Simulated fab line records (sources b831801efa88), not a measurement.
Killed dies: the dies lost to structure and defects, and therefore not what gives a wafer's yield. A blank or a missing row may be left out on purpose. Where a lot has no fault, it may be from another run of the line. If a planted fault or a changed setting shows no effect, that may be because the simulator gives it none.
fab line records	flow sky130
record lots=4	wafers=12	last_day=49
route steps=708 shown VIA4@653 METAL5@661 PASSIVATION@681 PAD_OPEN@694
lots with no fault: from the same line, run without faults
start_h: hours from the record's first day to the start of the lot's first wafer shown	wait_h: hours since the lot's step before	" repeats the value in the row above	L1.1+2: several wafers, shown together as one row	- either no value or no given start	* or withheld: withheld	< > ~ a bound
route shown NAME@n: names a module that has steps shown in the file, with the first one's number in the route	usual: mean/standard deviation of fault-free wafers	same: alike in all rows	chamber/n: place in a boat	sites: per-site readings	_std_site: the values' standard deviation	_edge_site: mean of outer sites minus mean of inner sites	radius_mm: how far each site lies from the wafer's centre	mask NAME#n: copy n	behind: the last tool/chamber to shape the wafer	hold: why the lot was held/for how many hours/how that ended	device: which transistor (n, p or np) failed to switch	end of line: tests run on the same wafers once the route is complete	step lacking rows: just its recipe	killed: not the wafer's yield, but the dies lost to structure and defects at the first sort	map: per-die view of a wafer (x killed, . not killed, _ where there is no die)
set.NAME: setting as actually run; set.NAME@STEP: the setting as run at that earlier step	model.NAME: the simulator's own value behind a step, which no gauge read
lots at some steps of the route; a table a step, a row a wafer
services: the hour from which a tool's chamber was out of use, counted from the record's first day as start_h (under 0 if before that day), plus the number of hours and why
## steps
# step SKY_VIA4_STRIP_14
# recipe chemistry=post_etch_residue_remover	time_s=1200	temp_c=72.5
# step SKY_VIA4_CLEAN_15
# recipe chemistry=IPA	time_s=180	temp_c=25
# step SKY_VIA4_CLEAN_16
# recipe chemistry=O3/DIW	dry=n2_spin
# step SKY_VIA4_SPUTTER_17
# recipe material=TiN	target_thk_nm=20	chamber_pressure_pa=5	power_w=4000	time_s=80
# step SKY_VIA4_CVD_18
# recipe material=W	target_thk_nm=505	time_s=152.14	temp_c=400	pressure_torr=40
# step SKY_VIA4_CMP_21
# recipe stop_on=SiO2	t_overpolish_s=25	down_force_psi=3.5	platen_rpm=60	target_thk_nm=0	pad_velocity_m_s=0.94248
# step SKY_METAL5_SPUTTER_00
# recipe material=Ti	target_thk_nm=15	power_w=3000	time_s=10	chamber_pressure_pa=0.4
# step SKY_METAL5_SPUTTER_01
# recipe material=TiN	target_thk_nm=20	power_w=6500	time_s=16.7	chamber_pressure_pa=0.4
# step SKY_METAL5_SPUTTER_02
# recipe material=AlCu	target_thk_nm=1150	power_w=10600	time_s=64.13	chamber_pressure_pa=0.4
# step SKY_METAL5_SPUTTER_03
# recipe material=Ti	target_thk_nm=5	power_w=3000	time_s=3.3	chamber_pressure_pa=0.4
# step SKY_METAL5_SPUTTER_04
# recipe material=TiN	target_thk_nm=70	power_w=6500	time_s=58.3	chamber_pressure_pa=0.4
# usual chamber_pressure_pa=0.4001/0.00084	throttle_valve_pct=29.8/0.9
lot.wafer	tool	chamber	start_h	wait_h	chamber_pressure_pa	throttle_valve_pct	model.TiN_of_METAL5_SPUTTER_04.thk_nm
L883.3	pvd_sputter-03	-	1014.63	0.0	0.4000	30.2	69.48
L883.4	"	-	"	"	0.4006	28.9	69.46
L883.6	"	-	"	"	0.4000	30.5	70.19
L885.1	pvd_sputter-01	-	1033.81	0.0	0.4006	29.6	69.81
L885.2	"	-	"	"	0.4009	30.8	70.57
L885.4	"	-	"	"	0.4000	29.5	70.12
L900.1	pvd_sputter-03	-	1124.97	0.0	0.3992	28.7	46.56
L900.2	"	-	"	"	0.4014	30.6	47.87
L900.6	"	-	"	"	0.4005	28.9	47.62
L901.3	pvd_sputter-03	-	1127.97	0.0	0.4004	29.1	47.6
L901.4	"	-	"	"	0.3990	28.5	46.91
L901.6	"	-	"	"	0.4006	28.8	47.57
# step SKY_METAL5_THK_MEAS_06
# recipe thk_meas_gauge=xrf	reads=AlCu_of_METAL5_SPUTTER_02
# usual METAL5_ALCU_THK=1191/14
lot.wafer	tool	chamber	start_h	wait_h	METAL5_ALCU_THK[nm]
L883.3	film_metro-03	-	1014.82	0.1	1189
L883.4	"	-	"	"	1182
L883.6	"	-	"	"	1183
L885.1	film_metro-04	-	1033.98	0.1	1181
L885.2	"	-	"	"	1178
L885.4	"	-	"	"	1193
L900.1	film_metro-04	-	1125.14	0.1	1268
L900.2	"	-	"	"	1260
L900.6	"	-	"	"	1269
L901.3	film_metro-03	-	1128.16	0.1	1280
L901.4	"	-	"	"	1273
L901.6	"	-	"	"	1265
# step SKY_METAL5_DEHYDRATE_07
# recipe temp_c=200	time_s=60
# step SKY_METAL5_HMDS_08
# recipe prime_time_s=60	prime_temp_c=120
# step SKY_METAL5_COAT_09
# recipe resist=NOVOLAK	spin_rpm=3000	resist_thk_nm=1800
# step SKY_METAL5_SOFTBAKE_10
# recipe temp_c=90	time_s=60	resist=NOVOLAK
# step SKY_METAL5_EXPOSE_11
# recipe mask_id=MM5	na=0.6	source_shape=conventional	sigma_outer=0.6	polarization=unpolarized	target_cd_nm=1600	dose_mj=190
# step SKY_METAL5_PEB_12
# recipe temp_c=withheld	time_s=*	resist=NOVOLAK
# step SKY_METAL5_DEVELOP_13
# recipe resist=NOVOLAK	developer=TMAH	develop_time_s=60	dev_temp_c=23
# step SKY_METAL5_DESCUM_14
# recipe chemistry=O2	source_power_w=150	bias_power_w=0	pressure_mtorr=10	temp_c=40	time_s=11
# step SKY_METAL5_METAL_ETCH_15
# recipe target_depth_a=12600	stop_on=SiO2	over_etch_frac=0.2	time_s=252	chemistry=Cl2/BCl3	resist_sidewall_deg=86	pressure_mtorr=10	icp_w=900	bias_w=48.5	Cl2_flow_sccm=60	bcl3_flow_sccm=30
# step SKY_METAL5_STRIP_16
# recipe chemistry=O2/N2	power_w=1400	pressure_mtorr=1500	platen_temp_c=withheld	o2_flow_sccm=3000	n2_flow_sccm=300	overash_fraction=0.5
# step SKY_METAL5_STRIP_17
# recipe chemistry=post_etch_residue_remover	time_s=1200	temp_c=71.43
lot.wafer	tool	chamber	start_h	wait_h	model.TiN_of_METAL5_SPUTTER_04.thk_nm
L883.3	wet_bench-01	0	1036.91	0.0	69.06
L883.4	"	0	"	"	69.04
L883.6	"	0	"	"	69.77
L885.1	wet_bench-03	1	1055.50	0.1	69.39
L885.2	"	1	"	"	70.15
L885.4	"	1	"	"	69.69
L900.1	wet_bench-02	3	1143.26	0.1	46.14
L900.2	"	3	"	"	47.45
L900.6	"	3	"	"	47.2
L901.3	wet_bench-03	3	1146.76	0.0	47.18
L901.4	"	3	"	"	46.49
L901.6	"	3	"	"	47.15
# step SKY_METAL5_CLEAN_18
# recipe chemistry=IPA	time_s=180	temp_c=25
# step SKY_METAL5_CLEAN_19
# recipe chemistry=O3/DIW	dry=n2_spin
# step SKY_PASSIVATION_CVD_00
# recipe material=SiO2	target_thk_nm=90	temp_c=400	time_s=withheld	rf_w=600
# step SKY_PASSIVATION_CVD_02
# recipe material=Si3N4	target_thk_nm=540	temp_c=400	time_s=withheld	rf_w=450
# step SKY_PASSIVATION_DEHYDRATE_04
# recipe temp_c=200	time_s=60
# step SKY_PASSIVATION_HMDS_05
# recipe prime_time_s=60	prime_temp_c=120
# step SKY_PASSIVATION_COAT_06
# recipe spin_rpm=2000	resist_thk_nm=3000
# step SKY_PASSIVATION_SOFTBAKE_07
# recipe temp_c=110	time_s=withheld
# step SKY_PASSIVATION_EXPOSE_08
# recipe mask_id=NSM	target_cd_nm=3000	na=0.57	dose_mj=260
# step SKY_PASSIVATION_PEB_09
# recipe temp_c=115	time_s=withheld
# step SKY_PASSIVATION_DEVELOP_10
# recipe develop_time_s=60	dev_temp_c=23
# step SKY_PASSIVATION_ETCH_11
# recipe chemistry=CF4/O2	target_depth_nm=725	stop_on=AlCu	source_w=800	bias_w=150	pressure_mtorr=150	cf4_flow_sccm=80	O2_flow_sccm=10	time_s=161.1
# usual O2_flow_sccm=10.00/0.032	bias_w=150.0/0.43	drypump_motor_current_A=5.8/0.42	oes_product_au=0.976/0.0067	throttle_valve_pct=5.965/0.008
lot.wafer	tool	chamber	start_h	wait_h	O2_flow_sccm	bias_w	drypump_motor_current_A	oes_product_au	rf_hours_counter_h	throttle_valve_pct	model.PASSIVATION.feature_depth_nm
L883.3	rie_diel-03	3	1059.39	-	9.96	150.6	5.8	0.981	21	5.967	699.3
L883.4	"	2	"	"	10.00	149.2	5.6	0.983	-	5.962	721.6
L883.6	"	3	"	"	9.97	150.2	5.8	0.991	-	5.971	713.1
L885.1	rie_diel-02	2	1076.98	-	10.01	149.5	5.9	0.971	23	5.970	694.3
L885.2	"	3	"	"	10.07	149.8	6.3	0.961	16	5.971	691.3
L885.4	"	0	"	"	9.94	149.6	6.3	0.978	13	5.972	710.1
L900.1	rie_diel-02	2	1162.38	-	9.98	150.0	5.9	0.953	26	5.966	671.5
L900.2	"	3	"	"	9.96	149.8	6.3	0.956	20	5.956	672
L900.6	"	2	"	"	9.97	150.0	6.0	0.963	-	5.964	686.6
L901.3	rie_diel-04	3	1165.84	-	9.98	149.6	5.3	0.954	13	5.958	681.7
L901.4	"	0	"	"	9.99	150.9	5.4	0.963	22	5.951	676
L901.6	"	3	"	"	10.01	149.2	5.3	0.957	-	5.969	680.5
# step SKY_PASSIVATION_STRIP_12
# recipe chemistry=O2/N2	power_w=1400	pressure_mtorr=1500	platen_temp_c=withheld	overash_fraction=0.7	o2_flow_sccm=3000	n2_flow_sccm=300
# step SKY_PAD_OPEN_DEHYDRATE_00
# recipe temp_c=200	time_s=60
# step SKY_PAD_OPEN_ETCH_07
# recipe chemistry=CF4/O2	target_depth_nm=725	stop_on=AlCu	source_w=800	bias_w=150	pressure_mtorr=150	cf4_flow_sccm=80	O2_flow_sccm=10	time_s=159
# usual O2_flow_sccm=10.00/0.03	bias_w=150.0/0.44	drypump_motor_current_A=5.9/0.45	oes_product_au=0.982/0.0073	throttle_valve_pct=5.965/0.0089
lot.wafer	tool	chamber	start_h	wait_h	O2_flow_sccm	bias_w	drypump_motor_current_A	oes_product_au	rf_hours_counter_h	throttle_valve_pct	model.PAD_OPEN.feature_depth_nm
L883.3	rie_diel-01	2	1079.84	-	9.93	150.9	5.8	0.982	23	5.964	699.3
L883.4	"	0	"	"	9.96	149.6	5.6	0.987	13	5.966	700.3
L883.6	"	0	"	"	9.96	149.6	5.5	0.982	-	5.973	701
L885.1	rie_diel-03	0	1096.64	-	9.97	149.7	5.1	0.975	25	5.965	694.3
L885.2	"	1	"	"	10.00	150.2	5.4	0.979	2	5.963	691.3
L885.4	"	0	"	"	10.02	149.7	5.1	0.988	-	5.954	710.1
L900.1	rie_diel-03	1	1179.49	-	9.99	150.1	5.4	0.959	5	5.955	671.5
L900.2	"	0	"	"	9.96	150.1	5.1	0.952	28	5.963	672
L900.6	"	3	"	"	10.02	149.7	5.9	0.977	-	5.961	686.6
L901.3	rie_diel-02	3	1182.14	-	9.95	150.1	6.3	0.966	21	5.960	681.7
L901.4	"	0	"	"	9.95	149.2	6.3	0.949	16	5.958	676
L901.6	"	1	"	"	9.98	150.1	6.1	0.961	-	5.959	680.5
# step SKY_PAD_OPEN_PROBE_99
# usual defect_limited_yield=82.3/1.9	killed_at_M0_to_M3=44/7.6	killed_at_M4_up=3.2/1.7	killed_at_contacts=24/5.7	killed_at_front_end=16/3.9	killed_at_other=0.2/0.45	killed_dies=87/9.5	killed_open=47/6.9	killed_short=40/5.8	sort_bin_3_pad_short=0.9/0.4	sort_bin_5_function=10.4/1.4	sort_bin_6_memory=6.4/1.1	sort_n_pass=405/9.5	sort_yield_pct=82.3/1.9
# same gross_dies=492	killed_at_back_side=0	sort_bin_4_leakage[%]=0	sort_bin_8_speed[%]=0
lot.wafer	tool	chamber	start_h	wait_h	defect_limited_yield[%]	killed_at_M0_to_M3	killed_at_M4_up	killed_at_contacts	killed_at_front_end	killed_at_other	killed_dies	killed_open	killed_short	sort_bin_3_pad_short[%]	sort_bin_5_function[%]	sort_bin_6_memory[%]	sort_n_pass	sort_yield_pct[%]
L883.3	prober-01	-	1082.26	0.2	82.1	50	1	21	16	0	88	48	40	0.8	11.2	5.9	404	82.1
L883.4	prober-01	-	1082.31	0.2	82.5	45	1	25	15	0	86	52	34	0.4	11.4	5.7	406	82.5
L883.6	prober-01	-	1082.41	0.2	82.7	43	5	23	14	0	85	45	40	0.8	8.9	7.5	407	82.7
L885.1	prober-01	-	1099.06	0.1	79.9	54	5	23	17	0	99	64	35	0.8	11.0	8.3	393	79.9
L885.2	prober-01	-	1099.11	0.1	83.7	42	3	24	11	0	80	49	31	1.0	8.3	6.9	412	83.7
L885.4	prober-01	-	1099.21	0.2	81.9	43	5	25	16	0	89	46	43	0.8	9.8	7.5	403	81.9
L900.1	prober-02	-	1181.85	0.1	83.7	43	1	24	12	0	80	42	38	1.2	8.7	6.3	412	83.7
L900.2	prober-02	-	1181.90	0.1	83.1	37	2	26	18	0	83	45	38	0.8	9.1	6.9	409	83.1
L900.6	prober-02	-	1182.10	0.2	83.7	38	3	22	17	0	80	41	39	1.0	10.2	5.1	412	83.7
L901.3	prober-01	-	1184.61	0.2	80.3	51	2	27	16	1	97	54	43	0.8	12.0	6.9	395	80.3
L901.4	prober-01	-	1184.66	0.2	80.5	38	2	40	16	0	96	56	40	1.2	10.8	7.5	396	80.5
L901.6	prober-01	-	1184.76	0.2	84.8	39	2	19	15	0	75	38	37	0	9.1	6.1	417	84.8
# killed by level:class
L883.3 VIA1:geometric_particle:open=12 CONTACT:geometric_particle:open=8 VIA1:geometric_particle:short=7 VIA3:geometric_particle:open=7 VIA2:geometric_particle:open=7 CONTACT:geometric_particle:short=6 METAL1:geometric_particle:short=6 LI_CONTACT:geometric_particle:open=5
L883.4 VIA1:geometric_particle:open=13 CONTACT:geometric_particle:open=10 VIA2:geometric_particle:open=8 LI_CONTACT:geometric_particle:open=7 METAL2:geometric_particle:short=5 METAL1:geometric_particle:short=4 VIA1:geometric_particle:short=4 FIELD_ISO:geometric_particle:short=3
L883.6 CONTACT:geometric_particle:open=10 VIA1:geometric_particle:open=9 METAL1:geometric_particle:short=8 METAL2:geometric_particle:short=7 LI_CONTACT:geometric_particle:open=6 VIA2:geometric_particle:open=6 POLY_GATE:geometric_particle:open=4 POLY_GATE:geometric_particle:short=4
L885.1 VIA1:geometric_particle:open=13 VIA3:geometric_particle:open=12 LI_CONTACT:geometric_particle:open=9 CONTACT:geometric_particle:open=7 VIA2:geometric_particle:open=7 POLY_GATE:geometric_particle:open=6 METAL2:geometric_particle:short=5 FIELD_ISO:geometric_particle:short=4
L885.2 VIA1:geometric_particle:open=9 CONTACT:geometric_particle:open=8 VIA2:geometric_particle:open=8 LI_CONTACT:geometric_particle:open=6 VIA3:geometric_particle:open=6 LOCAL_INTERCONNECT:geometric_particle:short=5 METAL1:geometric_particle:short=4 FIELD_ISO:geometric_particle:open=3
L885.4 CONTACT:geometric_particle:open=11 METAL2:geometric_particle:short=8 METAL1:geometric_particle:short=8 VIA3:geometric_particle:open=7 VIA1:geometric_particle:open=6 FIELD_ISO:geometric_particle:open=5 LOCAL_INTERCONNECT:geometric_particle:short=5 CONTACT:geometric_particle:short=5
L900.1 VIA1:geometric_particle:open=9 CONTACT:geometric_particle:open=8 METAL1:geometric_particle:short=8 METAL2:geometric_particle:short=6 VIA2:geometric_particle:open=6 LI_CONTACT:geometric_particle:open=5 LOCAL_INTERCONNECT:geometric_particle:short=5 POLY_GATE:geometric_particle:short=4
L900.2 CONTACT:geometric_particle:open=9 VIA1:geometric_particle:open=9 LI_CONTACT:geometric_particle:open=7 METAL1:geometric_particle:short=6 VIA3:geometric_particle:open=6 POLY_GATE:geometric_particle:short=5 POLY_GATE:geometric_particle:open=5 METAL2:geometric_particle:short=4
L900.6 METAL2:geometric_particle:short=9 CONTACT:geometric_particle:open=7 LI_CONTACT:geometric_particle:open=6 VIA3:geometric_particle:open=6 FIELD_ISO:geometric_particle:short=5 LI_CONTACT:geometric_particle:short=4 METAL1:geometric_particle:short=4 VIA1:geometric_particle:open=4
L901.3 VIA1:geometric_particle:open=17 LI_CONTACT:geometric_particle:open=13 VIA3:geometric_particle:open=8 CONTACT:geometric_particle:short=6 VIA1:geometric_particle:short=6 METAL1:geometric_particle:short=6 CONTACT:geometric_particle:open=5 VIA3:geometric_particle:short=5
L901.4 CONTACT:geometric_particle:open=17 VIA1:geometric_particle:open=10 CONTACT:geometric_particle:short=8 LI_CONTACT:geometric_particle:open=6 VIA3:geometric_particle:open=6 LOCAL_INTERCONNECT:geometric_particle:short=6 METAL1:geometric_particle:short=5 FIELD_ISO:geometric_particle:open=4
L901.6 VIA1:geometric_particle:open=7 VIA1:geometric_particle:short=7 VIA2:geometric_particle:open=7 CONTACT:geometric_particle:short=5 CONTACT:geometric_particle:open=5 METAL1:geometric_particle:short=5 FIELD_ISO:geometric_particle:short=4 FIELD_ISO:geometric_particle:open=4
## services
tool	chamber	start_h	hours	kind
rie_diel-02	0	1001.29	13.4	repair
rie_diel-01	2	1040.95	13.4	repair
rie_diel-03	1	1058.74	-	clean
rie_diel-03	1	1058.74	12.4	scheduled_down
rie_diel-03	1	1058.74	12.4	vent_cycle
rie_diel-04	-	1059.02	2.8	pm
rie_diel-03	2	1072.83	-	clean
rie_diel-03	2	1072.83	19.3	scheduled_down
rie_diel-04	1	1080.43	14.9	repair
rie_diel-02	0	1084.69	6.1	repair
rie_diel-02	1	1087.51	3.0	repair
rie_diel-03	2	1095.98	3.7	repair
rie_diel-03	3	1096.25	2.4	repair
rie_diel-04	1	1098.04	3.8	repair
rie_diel-04	0	1098.90	31.1	repair
rie_diel-04	3	1105.71	5.2	repair
rie_diel-01	-	1123.16	0.6	repair
pvd_sputter-01	-	1127.99	3.4	repair
rie_diel-04	-	1131.20	0.5	repair
rie_diel-01	3	1154.68	2.5	repair
rie_diel-02	0	1161.23	1.2	repair
rie_diel-02	0	1162.89	2.6	repair
pvd_sputter-01	-	1165.72	1.7	repair
pvd_sputter-03	-	1179.46	7.4	repair
## key
first_sign step=SKY_METAL5_THK_MEAS_06	reading=METAL5_ALCU_THK	direction=up	sigmas=5.6	usual=1191	struck=1269
effect step=SKY_PASSIVATION_ETCH_11	reading=oes_product_au	direction=down	sigmas=2.8	usual=0.976	struck=0.958
effect step=SKY_PAD_OPEN_ETCH_07	reading=oes_product_au	direction=down	sigmas=2.9	usual=0.982	struck=0.961
model_effect step=SKY_METAL5_SPUTTER_04	value=TiN_of_METAL5_SPUTTER_04.thk_nm	without=69.62	struck=47.36
model_effect step=SKY_METAL5_STRIP_17	value=TiN_of_METAL5_SPUTTER_04.thk_nm	without=69.2	struck=46.94
model_effect step=SKY_PASSIVATION_ETCH_11	value=PASSIVATION.feature_depth_nm	without=700.3	struck=678
model_effect step=SKY_PAD_OPEN_ETCH_07	value=PAD_OPEN.feature_depth_nm	without=700.3	struck=678
met_at SKY_METAL5_SPUTTER_04
struck_wafers L900.1,L900.2,L900.6,L901.3,L901.4,L901.6
onset_between 1014.63 1124.97
also_fits time
fault kind=process_parameter_drift	tool=pvd_sputter-03	chamber=-	onset_h=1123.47	steps=SKY_METAL5_SPUTTER_04	channel=time_s	offset=*	shape=step	end_h=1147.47	acts_in=*	stated=*
